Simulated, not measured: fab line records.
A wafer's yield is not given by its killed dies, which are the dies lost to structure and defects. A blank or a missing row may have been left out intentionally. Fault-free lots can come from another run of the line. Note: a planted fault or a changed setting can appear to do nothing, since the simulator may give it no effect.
fab line records + flow gf180mcu + part 2 of 2: steps 27 to 36 of 36
record:
- lots: 5
- wafers: 15
- lastDay: 34
route steps=602 shown HV_LDD@226 NSD@235 PSD@248
lots with no fault: from the same line, run without faults
startH: start of the lot's first displayed wafer, in hours after the record's first day + waitH: hours elapsed since this lot's preceding step + " the same as in the row above + L1.1+2: a single row standing in for several wafers + - value missing, or start not given + * or withheld: withheld + < > ~ a bound
route shown NAME@n: NAME is a module with steps in the file, n the number in the route of the first one + usual: average and standard deviation across the fault-free wafers + same: alike in all rows + chamber/n: place in a boat + sites: the reading at each site + _std_site: how widely they spread, as a standard deviation + _edge_site: mean of outer sites minus mean of inner sites + radiusMm: for every site, how far away it sits from the centre of the wafer + mask NAME#n: copy n + behind: the tool/chamber that last shaped the wafer + hold: why the lot was held/for how many hours/how that ended + device: transistor that didn't switch, given as n, p or np + end of line: tests of these same wafers at the route's end + a step with no rows: only its recipe + killed: the dies lost at the first sort to structure and to defects; this is not the yield of the wafer + map: the dies of a wafer, with x for killed, . for not killed, _ for no die there
set.NAME: setting as actually run; set.NAME@STEP: the setting as run at that earlier step + model.NAME: the simulator's own value behind a step, which no gauge read
a table for each step, a row for each wafer; lots at some steps of the route
services: from which hour (startH, from the record's first day; less than 0 if before it) a tool's chamber was out of use, for how many hours, and why
== steps ==
step: GF_PSD_EXPOSE_04
recipe:
- maskId: Pplus
- targetCdNm: 400
- na: 0.6
- sourceShape: conventional
- sigmaOuter: 0.6
- doseMj: 140
| lot.wafer  | tool            | chamber | startH | waitH | mask    |
|------------|-----------------|---------|--------|-------|---------|
| L076.4+5+6 | ilineStepper-01 | 0       | -      | -     | Pplus#0 |
| L083.1+3+6 | ilineStepper-02 | 0       | -      | -     | Pplus#0 |
| L094.4+5+6 | ilineStepper-01 | 0       | -      | -     | Pplus#0 |
| L095.2+4+5 | ilineStepper-02 | 0       | -      | -     | Pplus#0 |
| L096.1+3+6 | ilineStepper-02 | 0       | -      | -     | Pplus#0 |
step: GF_PSD_PEB_05
recipe:
- tempC: withheld
- timeS: *
- resist: NOVOLAK
usual:
- chillPlateTempC: *
| lot.wafer | tool          | chamber | startH | waitH | chillPlateTempC |
|-----------|---------------|---------|--------|-------|-----------------|
| L076.4    | lithoTrack-03 | 0       | -      | -     | *               |
| L076.5    | "             | 0       | "      | "     | *               |
| L076.6    | "             | 0       | "      | "     | *               |
| L083.1    | lithoTrack-03 | 0       | -      | -     | *               |
| L083.3    | "             | 0       | "      | "     | *               |
| L083.6    | "             | 0       | "      | "     | *               |
| L094.4    | lithoTrack-03 | 0       | -      | -     | *               |
| L094.5    | "             | 0       | "      | "     | *               |
| L094.6    | "             | 0       | "      | "     | *               |
| L095.2    | lithoTrack-04 | 0       | -      | -     | *               |
| L095.4    | "             | 0       | "      | "     | *               |
| L095.5    | "             | 0       | "      | "     | *               |
| L096.1    | lithoTrack-02 | 0       | -      | -     | *               |
| L096.3    | "             | 0       | "      | "     | *               |
| L096.6    | "             | 0       | "      | "     | *               |
step: GF_PSD_DEVELOP_06
recipe:
- developTimeS: 60
- devTempC: 23
usual:
- chillPlateTempC: 22.99/0.11
| lot.wafer | tool          | chamber | startH | waitH | chillPlateTempC |
|-----------|---------------|---------|--------|-------|-----------------|
| L076.4    | lithoTrack-03 | 0       | 349.09 | 0.1   | 23.10           |
| L076.5    | "             | 0       | "      | "     | 23.05           |
| L076.6    | "             | 0       | "      | "     | 22.99           |
| L083.1    | lithoTrack-03 | 0       | 413.32 | 0.1   | 23.08           |
| L083.3    | "             | 0       | "      | "     | 23.03           |
| L083.6    | "             | 0       | "      | "     | 23.05           |
| L094.4    | lithoTrack-03 | 0       | 498.99 | 0.1   | 22.95           |
| L094.5    | "             | 0       | "      | "     | 22.99           |
| L094.6    | "             | 0       | "      | "     | 22.92           |
| L095.2    | lithoTrack-04 | 0       | 506.19 | 0.1   | 23.09           |
| L095.4    | "             | 0       | "      | "     | 22.93           |
| L095.5    | "             | 0       | "      | "     | 22.88           |
| L096.1    | lithoTrack-02 | 0       | 514.82 | 0.1   | 22.90           |
| L096.3    | "             | 0       | "      | "     | 22.95           |
| L096.6    | "             | 0       | "      | "     | 22.94           |
step: GF_PSD_CD_MEAS_07
recipe:
- targetCdNm: 400
usual:
- cdNm: 400.2/2.3
| lot.wafer | tool     | chamber | startH | waitH | cdNm  |
|-----------|----------|---------|--------|-------|-------|
| L076.4    | cdSem-02 | -       | 349.23 | 0.1   | 406.9 |
| L076.5    | "        | -       | "      | "     | 403.5 |
| L076.6    | "        | -       | "      | "     | 403.7 |
| L083.1    | cdSem-01 | -       | 413.47 | 0.1   | 397.8 |
| L083.3    | "        | -       | "      | "     | 399.4 |
| L083.6    | "        | -       | "      | "     | 396.3 |
| L094.4    | cdSem-01 | -       | 499.13 | 0.1   | 402.9 |
| L094.5    | "        | -       | "      | "     | 401.3 |
| L094.6    | "        | -       | "      | "     | 399.8 |
| L095.2    | cdSem-01 | -       | 506.34 | 0.1   | 394.7 |
| L095.4    | "        | -       | "      | "     | 395.9 |
| L095.5    | "        | -       | "      | "     | 396.9 |
| L096.1    | cdSem-02 | -       | 514.97 | 0.1   | 403.5 |
| L096.3    | "        | -       | "      | "     | 403.3 |
| L096.6    | "        | -       | "      | "     | 402.5 |
step: GF_PSD_OVL_MEAS_08
usual:
- PSD_OVL: 0.4/1.1
| lot.wafer | tool       | chamber | startH | waitH | PSD_OVL[nm] |
|-----------|------------|---------|--------|-------|-------------|
| L076.4    | overlay-01 | -       | 349.31 | 0.1   | -0.1        |
| L076.5    | "          | -       | "      | "     | 1.8         |
| L076.6    | "          | -       | "      | "     | 0.1         |
| L083.1    | overlay-01 | -       | 413.59 | 0.1   | 1.1         |
| L083.3    | "          | -       | "      | "     | 0.7         |
| L083.6    | "          | -       | "      | "     | 1.6         |
| L094.4    | overlay-02 | -       | 499.20 | 0.1   | 0.3         |
| L094.5    | "          | -       | "      | "     | 0.9         |
| L094.6    | "          | -       | "      | "     | 0.4         |
| L095.2    | overlay-01 | -       | 506.44 | 0.1   | 0.8         |
| L095.4    | "          | -       | "      | "     | 0.8         |
| L095.5    | "          | -       | "      | "     | -0.4        |
| L096.1    | overlay-02 | -       | 515.09 | 0.1   | 1.6         |
| L096.3    | "          | -       | "      | "     | 1.1         |
| L096.6    | "          | -       | "      | "     | 1.6         |
step: GF_PSD_IMPLANT_09
recipe:
- species: BF2
- energyKev: 40
- doseCm2: 1.5e+15
- tiltDeg: 7
same:
- implantIonAmu: 49
| lot.wafer  | tool         | chamber | startH | waitH |
|------------|--------------|---------|--------|-------|
| L076.4+5+6 | implanter-03 | 0       | 349.40 | 0.1   |
| L083.1+3+6 | implanter-02 | 0       | 413.62 | 0.0   |
| L094.4+5+6 | implanter-01 | 0       | 499.30 | 0.1   |
| L095.2+4+5 | implanter-01 | 0       | 506.50 | 0.0   |
| L096.1+3+6 | implanter-01 | 0       | 515.13 | 0.0   |
step: GF_PSD_STRIP_10
recipe:
- chemistry: O2/N2
- powerW: 1400
- pressureMtorr: 1500
- platenTempC: 250
- o2FlowSccm: 3000
- n2FlowSccm: 300
- overashFraction: 0.5
usual:
- drypumpMotorCurrentA: 5.5/0.37
- heaterPowerW: 326/9.2
- o2FlowSccm: 2999/8.7
- oesProductAu: 0.591/0.0045
- platenTempC: 250.00/0.18
- stripTimeToEndpointS: 16.52/0.039
| lot.wafer | tool           | chamber | startH | waitH | drypumpMotorCurrentA | heaterPowerW | o2FlowSccm | oesProductAu | platenTempC | rfHoursCounterH | stripTimeToEndpointS |
|-----------|----------------|---------|--------|-------|----------------------|--------------|------------|--------------|-------------|-----------------|----------------------|
| L076.4    | plasmaAsher-01 | 1       | 349.51 | 0.1   | 5.9                  | 317          | 3003       | 0.586        | 250.33      | -               | 16.45                |
| L076.5    | "              | 0       | "      | "     | 5.2                  | 321          | 2993       | 0.590        | 250.22      | -               | 16.47                |
| L076.6    | "              | 1       | "      | "     | 5.9                  | 328          | 2987       | 0.594        | 250.10      | -               | 16.48                |
| L083.1    | plasmaAsher-02 | 1       | 413.77 | 0.1   | 5.1                  | 340          | 3000       | 0.588        | 250.12      | 30              | 16.56                |
| L083.3    | "              | 0       | "      | "     | 5.7                  | 327          | 2992       | 0.588        | 249.81      | -               | 16.54                |
| L083.6    | "              | 1       | "      | "     | 5.1                  | 345          | 2997       | 0.586        | 250.05      | -               | 16.53                |
| L094.4    | plasmaAsher-01 | 1       | 499.41 | 0.1   | 5.9                  | 330          | 3014       | 0.596        | 250.07      | -               | 16.47                |
| L094.5    | "              | 1       | "      | "     | 5.9                  | 331          | 3016       | 0.592        | 249.95      | -               | 16.46                |
| L094.6    | "              | 0       | "      | "     | 5.2                  | 331          | 2991       | 0.598        | 250.04      | -               | 16.50                |
| L095.2    | plasmaAsher-02 | 0       | 506.62 | 0.1   | 5.6                  | 315          | 2992       | 0.594        | 250.23      | 40              | 16.51                |
| L095.4    | "              | 0       | "      | "     | 5.6                  | 321          | 3005       | 0.593        | 249.82      | -               | 16.52                |
| L095.5    | "              | 0       | "      | "     | 5.6                  | 324          | 2986       | 0.591        | 249.96      | -               | 16.50                |
| L096.1    | plasmaAsher-01 | 0       | 515.28 | 0.1   | 5.2                  | 335          | 2992       | 0.590        | 250.07      | 8               | 16.55                |
| L096.3    | "              | 0       | "      | "     | 5.2                  | 336          | 2996       | 0.594        | 250.00      | -               | 16.59                |
| L096.6    | "              | 0       | "      | "     | 5.2                  | 333          | 2996       | 0.597        | 250.29      | -               | 16.60                |
step: GF_PSD_TW_MEAS_11
usual:
- PSD_TW: 3184/23
| lot.wafer | tool         | chamber | startH | waitH | PSD_TW |
|-----------|--------------|---------|--------|-------|--------|
| L076.4    | filmMetro-02 | -       | 349.60 | 0.1   | 3194   |
| L076.5    | "            | -       | "      | "     | 3215   |
| L076.6    | "            | -       | "      | "     | 3199   |
| L083.1    | filmMetro-04 | -       | 413.87 | 0.1   | 3200   |
| L083.3    | "            | -       | "      | "     | 3217   |
| L083.6    | "            | -       | "      | "     | 3204   |
| L094.4    | filmMetro-01 | -       | 499.50 | 0.1   | 3144   |
| L094.5    | "            | -       | "      | "     | 3169   |
| L094.6    | "            | -       | "      | "     | 3183   |
| L095.2    | filmMetro-01 | -       | 506.73 | 0.1   | 3172   |
| L095.4    | "            | -       | "      | "     | 3163   |
| L095.5    | "            | -       | "      | "     | 3153   |
| L096.1    | filmMetro-02 | -       | 515.38 | 0.1   | 3171   |
| L096.3    | "            | -       | "      | "     | 3157   |
| L096.6    | "            | -       | "      | "     | 3157   |
step: GF_PSD_CLEAN_12
recipe:
- chemistry: SC1/SC2
- mix: 1:4:20
- tempC: 70
- timeS: 150
- dry: n2Spin
usual:
- tempC: 69.98/0.1
| lot.wafer | tool        | chamber | startH | waitH | tempC |
|-----------|-------------|---------|--------|-------|-------|
| L076.4    | wetBench-01 | 1       | 349.63 | 0.0   | 69.83 |
| L076.5    | "           | 1       | "      | "     | 69.73 |
| L076.6    | "           | 1       | "      | "     | 69.69 |
| L083.1    | wetBench-02 | 1       | 413.93 | 0.1   | 70.12 |
| L083.3    | "           | 1       | "      | "     | 69.95 |
| L083.6    | "           | 1       | "      | "     | 69.92 |
| L094.4    | wetBench-02 | 3       | 499.53 | 0.0   | 69.87 |
| L094.5    | "           | 3       | "      | "     | 69.88 |
| L094.6    | "           | 3       | "      | "     | 69.98 |
| L095.2    | wetBench-01 | 2       | 506.78 | 0.0   | 69.83 |
| L095.4    | "           | 2       | "      | "     | 69.93 |
| L095.5    | "           | 2       | "      | "     | 69.93 |
| L096.1    | wetBench-03 | 1       | 515.44 | 0.1   | 69.78 |
| L096.3    | "           | 1       | "      | "     | 69.97 |
| L096.6    | "           | 1       | "      | "     | 69.91 |
step: GF_PSD_RTA_13
recipe:
- tempC: 1025
- timeS: 20
- ambient: N2
usual:
- lampPowerPct: 32.4/0.46
- wafer_temp_C_max: 1030.4/1.6
| lot.wafer | tool         | chamber | startH | waitH | lampPowerPct | wafer_temp_C_max |
|-----------|--------------|---------|--------|-------|--------------|------------------|
| L076.4    | rtpAnneal-01 | 0       | 349.73 | 0.0   | 33.0         | 1030.2           |
| L076.5    | "            | 0       | "      | "     | 33.0         | 1030.1           |
| L076.6    | "            | 0       | "      | "     | 32.9         | 1029.2           |
| L083.1    | rtpAnneal-02 | 0       | 413.98 | 0.0   | 32.1         | 1030.9           |
| L083.3    | "            | 0       | "      | "     | 32.0         | 1030.7           |
| L083.6    | "            | 0       | "      | "     | 32.1         | 1030.5           |
| L094.4    | rtpAnneal-02 | 0       | 499.62 | 0.0   | 32.0         | 1031.2           |
| L094.5    | "            | 0       | "      | "     | 32.1         | 1030.1           |
| L094.6    | "            | 0       | "      | "     | 32.1         | 1031.2           |
| L095.2    | rtpAnneal-01 | 0       | 506.85 | 0.0   | 32.9         | 1029.3           |
| L095.4    | "            | 0       | "      | "     | 32.9         | 1028.9           |
| L095.5    | "            | 0       | "      | "     | 32.9         | 1027.5           |
| L096.1    | rtpAnneal-02 | 0       | 515.49 | 0.0   | 32.1         | 1031.5           |
| L096.3    | "            | 0       | "      | "     | 32.0         | 1031.1           |
| L096.6    | "            | 0       | "      | "     | 32.0         | 1033.2           |
== services ==
| tool            | chamber | startH | hours | kind   |
|-----------------|---------|--------|-------|--------|
| implanter-01    | -       | 286.88 | 5.9   | repair |
| rieDiel-02      | 2       | 301.38 | 6.1   | repair |
| rieDiel-02      | -       | 306.78 | 15.6  | pm     |
| implanter-02    | -       | 307.21 | 1.4   | repair |
| implanter-02    | -       | 311.76 | 5.5   | pm     |
| lpcvd-01        | -       | 320.88 | 14.6  | pm     |
| implanter-02    | -       | 323.54 | 1.2   | repair |
| wetBench-01     | -       | 327.74 | 1.9   | pm     |
| ilineStepper-02 | -       | 341.41 | 7.0   | repair |
| ilineStepper-02 | -       | 348.38 | 1.7   | pm     |
| lpcvd-01        | -       | 363.56 | 6.0   | pm     |
| rtpAnneal-01    | -       | 371.62 | 58.5  | pm     |
| plasmaAsher-01  | -       | 377.63 | 0.5   | repair |
| rieDiel-02      | 2       | 382.23 | 9.2   | repair |
| implanter-01    | -       | 388.39 | 2.5   | repair |
| implanter-02    | -       | 420.73 | 3.9   | pm     |
| plasmaAsher-01  | -       | 421.25 | 9.0   | pm     |
| wetBench-03     | -       | 422.60 | 1.1   | repair |
| ilineStepper-01 | -       | 430.82 | 1.7   | pm     |
| implanter-01    | -       | 439.34 | 7.3   | pm     |
| implanter-02    | -       | 449.05 | 145.1 | pm     |
| lpcvd-02        | -       | 469.31 | 0.3   | repair |
| ilineStepper-02 | -       | 482.06 | 4.4   | pm     |
| ilineStepper-02 | -       | 505.05 | 8.9   | pm     |
